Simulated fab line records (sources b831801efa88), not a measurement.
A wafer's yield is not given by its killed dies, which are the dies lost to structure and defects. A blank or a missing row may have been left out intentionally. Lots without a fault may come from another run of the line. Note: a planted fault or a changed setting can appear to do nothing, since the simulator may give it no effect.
Code-filled problem report in 8D (eight disciplines) form || flow sfq-line || the parts of the form that need people (team, actions taken, sign-off) are left out

1. PROBLEM STATEMENT
A mean of 79.0 s is read at SFQ_TRILAYER_I4_VIA_BARC_OPEN_VIA_ETCH_146 for run-length-s, taken on 1 wafer of 1 lot, against 70.0 s (standard deviation 0.45) on wafers free of any fault. Measured from the usual mean, that is +20 standard deviations.
The step: etches BARC in O2, target depth 125 nm, time 41.7 s.
Seen first at day 59 06:40 on rie-diel-04, wafer L879.1. Wafers with a number at this step in the record: 15, from 5 lots. The rule behind "out" and "out of limits": a value lying over 4 standard deviations away from the usual mean. Any other wafer with a number is counted as sound.

2. WHAT IT IS, WHAT IT ISN'T
{"question": "which readings at this step", "is": "run-length-s, oes-product-au", "is not": "drypump-motor-current-A"}
{"question": "which lots", "is": "L879", "is not": "L873, L891, L892, L893"}
{"question": "which wafers of those lots", "is": "L879.1", "is not": "L879.3, L879.6"}
{"question": "read on which tools", "is": "rie-diel-04", "is not": "rie-diel-01, rie-diel-02"}
{"question": "when", "is": "from day 59 06:40", "is not": "up to then (5 sound wafers); but 9 sound wafers of L891, L892, L893 came after"}

3. SUSPECTS, AND WHAT RULES EACH OUT
Counting: any tool at a process step up to the reading remains a suspect provided it ran every lot that is out. Sound lots after the first of them don't rule it out here, since some wafers of a struck lot are sound.
- pecvd-02 at SFQ_TRILAYER_I4_DEP_PECVD_099 (deposits SiO2 from SiH4/N2O, time 111.11 s, target thk 500 nm): kept. It ran the lot that is out, L879 (day 58 23:49).
- cmp-01 at SFQ_TRILAYER_I4_CMP_CMP_100 (polishes SiO2): kept. It processed L879, the lot that is out, at day 58 23:53, and its most recent sound lot before then was L873 at day 57 02:17.
- film-metro-01 at SFQ_TRILAYER_I4_METRO_MEASURE_101: kept. It processed L879, the lot that is out, at day 59 03:01, and its most recent sound lot before then was L873 at day 57 05:37.
- rie-diel-04 at SFQ_TRILAYER_I4_VIA_BARC_OPEN_VIA_ETCH_146 (etches BARC in O2, target depth 125 nm, time 41.7 s): kept. It ran the lot that is out, L879 (day 59 06:40). Out on those wafers are its own readings of oes-product-au, run-length-s.
- At SFQ_TRILAYER_I4_CMP_CMP_100, inside cmp-01: chamber 2 took the wafers that are out, while their sound lot-mates went through chambers 1, 3.
Left after counting: pecvd-02 at SFQ_TRILAYER_I4_DEP_PECVD_099, cmp-01 at SFQ_TRILAYER_I4_CMP_CMP_100, film-metro-01 at SFQ_TRILAYER_I4_METRO_MEASURE_101, rie-diel-04 at SFQ_TRILAYER_I4_VIA_BARC_OPEN_VIA_ETCH_146.

4. THE CAUSE (what the simulator had put in)
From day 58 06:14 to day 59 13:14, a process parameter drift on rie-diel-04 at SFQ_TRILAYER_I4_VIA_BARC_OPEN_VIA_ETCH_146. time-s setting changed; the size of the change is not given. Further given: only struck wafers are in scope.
This tool is one of the 4 suspects left after counting.

5. SEQUENCE OF EFFECTS, ordered by route
One row per reading whose mean, taken over the struck wafers that have a number, lies over 3 standard deviations from the usual. Only readings for which the record gives a usual standard deviation are gone through. hours: the time from each lot's start at the first step in this table that gives one to its start at this step, as a median over the lots. sigmas: the change in usual standard deviations.
{"hours": 0, "step": "SFQ_TRILAYER_I4_VIA_BARC_OPEN_VIA_ETCH_146", "reading": "oes-product-au", "usual": "0.686 a.u.", "on struck wafers": 0.633, "change": -0.053, "sigmas": -12}
{"hours": 0, "step": "SFQ_TRILAYER_I4_VIA_BARC_OPEN_VIA_ETCH_146", "reading": "run-length-s", "usual": "70.0 s", "on struck wafers": 79.0, "change": "+9.0", "sigmas": "+20"}
The process steps in it:
- SFQ_TRILAYER_I4_VIA_BARC_OPEN_VIA_ETCH_146: etches BARC in O2, target depth 125 nm, time 41.7 s.

6. HOW IT WOULD HAVE BEEN CAUGHT EARLIER
In this record no reading fell out of limits until day 59 06:40, 24 hours after the fault had begun at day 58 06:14.
